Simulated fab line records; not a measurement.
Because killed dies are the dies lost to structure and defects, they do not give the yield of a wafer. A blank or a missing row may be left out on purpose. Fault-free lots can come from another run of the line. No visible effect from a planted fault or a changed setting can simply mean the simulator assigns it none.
A struck lot beside a sound one -- flow sky130 -- 44 out of 708 route steps
Sound: wafers L206.2, L206.4, L206.5. Struck: wafer L215.4; the same lot's L215.1 was not struck, so it is left out; see the end for the cause.
Order at every step that has rows: each side's tool, ch and its chambers, its first start. Under that, the readings that differ: sound wafers -- struck wafers -- difference of the means -- sigmas: that difference in standard deviations of wafers without a fault.
alike: words and numbers the same on both sides, and readings whose means are apart by under 2 such deviations; not compared: readings that were withheld, readings missing a value for some wafer, numbers with overlapping values and no deviation given by the record, and bounds like >300 which may hide the same value.
Wherever a step has rows on one side only, a row that says differs or no value, or a row with sigmas, the two part there. Numbers that have no deviation but don't overlap get no sigmas and don't part them. Lack of a reading on every wafer of one side parts them only where that side has two or more wafers.

first, 2 steps without rows for these wafers: SKY_DNWELL_DEVELOP_06 (develop time 60 s); SKY_DNWELL_IMPLANT_07.
SKY_DNWELL_STRIP_08: strips in O2/N2.
  sound on plasma_asher-04 ch 0,1, day 4 02:58; struck on plasma_asher-01 ch 0, day 5 16:15
reading,sound,struck,difference,sigmas
strip_time_to_endpoint_s (s),37.18 37.26 37.19,36.91,-0.30,-2
  alike: drypump_motor_current_A, oes_product_au
  not compared: rf_hours_counter_h
SKY_DNWELL_TW_MEAS_09:
  struck on film_metro-03, day 5 16:21; sound on film_metro-02, day 4 03:04
  alike: DNWELL_TW
then, 7 steps without rows for these wafers: SKY_PWDE_DEHYDRATE_00 (time 60 s); SKY_PWDE_HMDS_01 (prime time 60 s); SKY_PWDE_COAT_02 (resist thk 3000 nm); SKY_PWDE_SOFTBAKE_03; SKY_PWDE_EXPOSE_04 (exposes mask PWDEM, target cd 840 nm); SKY_PWDE_PEB_05; SKY_PWDE_DEVELOP_06 (develop time 60 s).
SKY_PWDE_OVL_MEAS_07:
  struck on overlay-01, day 6 11:06; sound on overlay-01, day 4 18:40
  alike: PWDE_OVL
SKY_PWDE_IMPLANT_08:
  sound on implanter-01 ch 0, day 4 18:43; struck on implanter-01 ch 0, day 6 11:08
reading,sound,struck,difference,sigmas
beam_on_s (s),9.98 10.00 9.65,12.95,+3.07,+16
faraday_current_uA,20.3 20.2 21.0,15.7,-4.8,-12
SKY_PWDE_STRIP_09: strips in O2/N2.
  sound on plasma_asher-03 ch 1, day 4 18:50; struck on plasma_asher-01 ch 1, day 6 11:17
  alike: drypump_motor_current_A, oes_product_au, strip_time_to_endpoint_s
  not compared: rf_hours_counter_h
SKY_PWDE_TW_MEAS_10:
  struck on film_metro-03, day 6 11:23; sound on film_metro-03, day 4 18:57
reading,sound,struck,difference,sigmas
PWDE_TW,370 372 370,398,+27,+7
then, 7 steps without rows for these wafers: SKY_NWELL_DEHYDRATE_03 (time 60 s); SKY_NWELL_HMDS_04 (prime time 60 s); SKY_NWELL_COAT_05 (resist thk 3000 nm); SKY_NWELL_SOFTBAKE_06; SKY_NWELL_EXPOSE_07 (exposes mask NWM, target cd 840 nm); SKY_NWELL_PEB_08; SKY_NWELL_DEVELOP_09 (develop time 60 s).
SKY_NWELL_OVL_MEAS_10:
  struck on overlay-02, day 7 07:33; sound on overlay-01, day 5 10:54
reading,sound,struck,difference,sigmas
NWELL_00_OVL (nm),3.3 -0.2 0.4,-1.5,-2.7,-2
then, 3 steps without rows for these wafers: SKY_NWELL_IMPLANT_11; SKY_NWELL_IMPLANT_12; SKY_NWELL_IMPLANT_13.
SKY_NWELL_STRIP_14: strips in O2/N2.
  sound on plasma_asher-03 ch 0,1, day 5 11:23; struck on plasma_asher-04 ch 1, day 7 08:02
  alike: drypump_motor_current_A, oes_product_au, strip_time_to_endpoint_s
  not compared: rf_hours_counter_h
SKY_NWELL_TW_MEAS_15:
  struck on film_metro-04, day 7 08:08; sound on film_metro-04, day 5 11:29
  alike: NWELL_TW
then, 7 steps without rows for these wafers: SKY_NWELL_DEHYDRATE_16 (time 60 s); SKY_NWELL_HMDS_17 (prime time 60 s); SKY_NWELL_COAT_18 (resist thk 3000 nm); SKY_NWELL_SOFTBAKE_19; SKY_NWELL_EXPOSE_20 (exposes mask NWM COMPLEMENT, target cd 840 nm); SKY_NWELL_PEB_21; SKY_NWELL_DEVELOP_22 (develop time 60 s).
SKY_NWELL_OVL_MEAS_23:
  struck on overlay-02, day 8 04:17; sound on overlay-02, day 6 05:45
  alike: NWELL_01_OVL
then, 1 step without rows for these wafers: SKY_NWELL_IMPLANT_24.
SKY_NWELL_STRIP_25: strips in O2/N2.
  sound on plasma_asher-04 ch 0,1, day 6 05:56; struck on plasma_asher-03 ch 1, day 8 04:29
  alike: drypump_motor_current_A, oes_product_au, strip_time_to_endpoint_s
  not compared: rf_hours_counter_h
SKY_NWELL_TW_MEAS_26:
  struck on film_metro-04, day 8 04:35; sound on film_metro-03, day 6 06:02
  alike: NWELL_2_TW
then, 1 step without rows for these wafers: SKY_NWELL_CLEAN_27 (cleans in SC1/SC2, time 150 s).
SKY_NWELL_RTA_28: time 30 s.
  sound on rtp_anneal-01 ch 0, day 6 06:10; struck on rtp_anneal-01 ch 0, day 8 04:41
reading,sound,struck,difference,sigmas
lamp_power_pct (%),25.36 25.40 25.36,25.24,-0.13,-3
  alike: wafer_temp_C_max
SKY_NWELL_RS_MEAS_29: measurement is done with a four-point probe.
  struck on film_metro-02, day 8 04:47; sound on film_metro-02, day 6 06:16
  alike: NWELL_RS
SKY_NWELL_RS_MEAS_31: measurement is done with a four-point probe.
  struck on film_metro-02, day 8 05:02; sound on film_metro-02, day 6 06:30
reading,sound,struck,difference,sigmas
PWDE_RS (ohm/sq),5279 5283 5287,4411,-872,-44
-- the record jumps here: 41 days lie between the struck wafers' starts before and after (it left off in module NWELL and takes up again in module PAD_OPEN, whose first step shown is number 708 of the route) --
SKY_PAD_OPEN_PROBE_99:
  struck on prober-01, day 48 17:47; sound on prober-01, day 46 17:55
reading,sound,struck,difference,sigmas
killed_at_front_end,15 14 22,28,+11,+2
model.etest.res_p_drift_20v.line_ohm_um,1.22e+04 1.216e+04 1.231e+04,8628,-3595,
model.etest.res_p_drift_20v.rs_ohm_sq,1.008e+04 1.001e+04 1.015e+04,7252,-2828,
model.etest.res_pwde_under_gate.rs_ohm_sq,6267 6217 6234,5015,-1224,
  alike: killed_at_M0_to_M3, killed_at_M4_up, killed_at_contacts, killed_at_other, killed_dies, killed_open, killed_short

== WHERE THEY PART ==
Earliest at SKY_DNWELL_STRIP_08; latest, in this record, at SKY_PAD_OPEN_PROBE_99.

WHY: whatever the simulator had introduced
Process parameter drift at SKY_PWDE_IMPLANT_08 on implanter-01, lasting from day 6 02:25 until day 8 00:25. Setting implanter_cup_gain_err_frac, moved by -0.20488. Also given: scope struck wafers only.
